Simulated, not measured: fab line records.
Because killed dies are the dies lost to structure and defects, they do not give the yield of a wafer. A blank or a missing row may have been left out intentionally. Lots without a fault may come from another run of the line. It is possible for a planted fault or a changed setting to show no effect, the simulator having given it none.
Which tool did it? | flow sky130 | 6 lots with 18 wafers sampled at 2 steps, on a route of 708 steps

== WHAT THE GAUGES READ, wafer by wafer ==
SKY_VIA3_THK_MEAS_01.
lot  | measured     | on            | VIA3_HDPCVD_THK (nm)
L509 | day 39 17:06 | film metro-02 | 1655 1648 1677
L514 | day 40 22:59 | film metro-03 | 1636 1652 1646
L517 | day 41 07:50 | film metro-03 | 1647 1644 1618
L526 | day 43 18:11 | film metro-01 | 1611 1609 1595
L528 | day 44 10:10 | film metro-01 | 1614 1613 1626
L530 | day 44 16:16 | film metro-01 | 1635 1629 1625

== WHAT TOOL EACH LOT RAN ON (gives the tool, then ch and the chambers of the sampled wafers, and finally the start) ==
lot  | SKY_VIA3_HDPCVD_00
L509 | hdpcvd-02 ch 1,2, day 39 16:55
L514 | hdpcvd-02 ch 1,2, day 40 22:49
L517 | hdpcvd-01 ch 0,1,2, day 41 07:43
L526 | hdpcvd-01 ch 1,2, day 43 18:00
L528 | hdpcvd-01 ch 0,1, day 44 09:57
L530 | hdpcvd-01 ch 0,1,2, day 44 16:06
- SKY_VIA3_HDPCVD_00: deposits SiO2, target thk 1635 nm, time 272.5 s.

== THE ANSWER, worked out from the rows above alone ==
Rule: what is usual is taken from the lots themselves. The widest of any qualifying gaps counts: lots, ordered by their means at a reading, are off when they make up no more than a third of the lots, leave a main group of 4 or more, and stand apart from it by 3 or more times the standard deviation of that group's means. If all means in a main group match to the digits the tables above print for the reading, that group is not used. Also off: a lot with no number at a reading for which 4 or more lots have one. The other lots that the step has rows for count as sound.
Across all readings shown, no lot is off: no conclusion can be drawn from this.

== WHAT THE SIMULATOR HAD INSERTED ==
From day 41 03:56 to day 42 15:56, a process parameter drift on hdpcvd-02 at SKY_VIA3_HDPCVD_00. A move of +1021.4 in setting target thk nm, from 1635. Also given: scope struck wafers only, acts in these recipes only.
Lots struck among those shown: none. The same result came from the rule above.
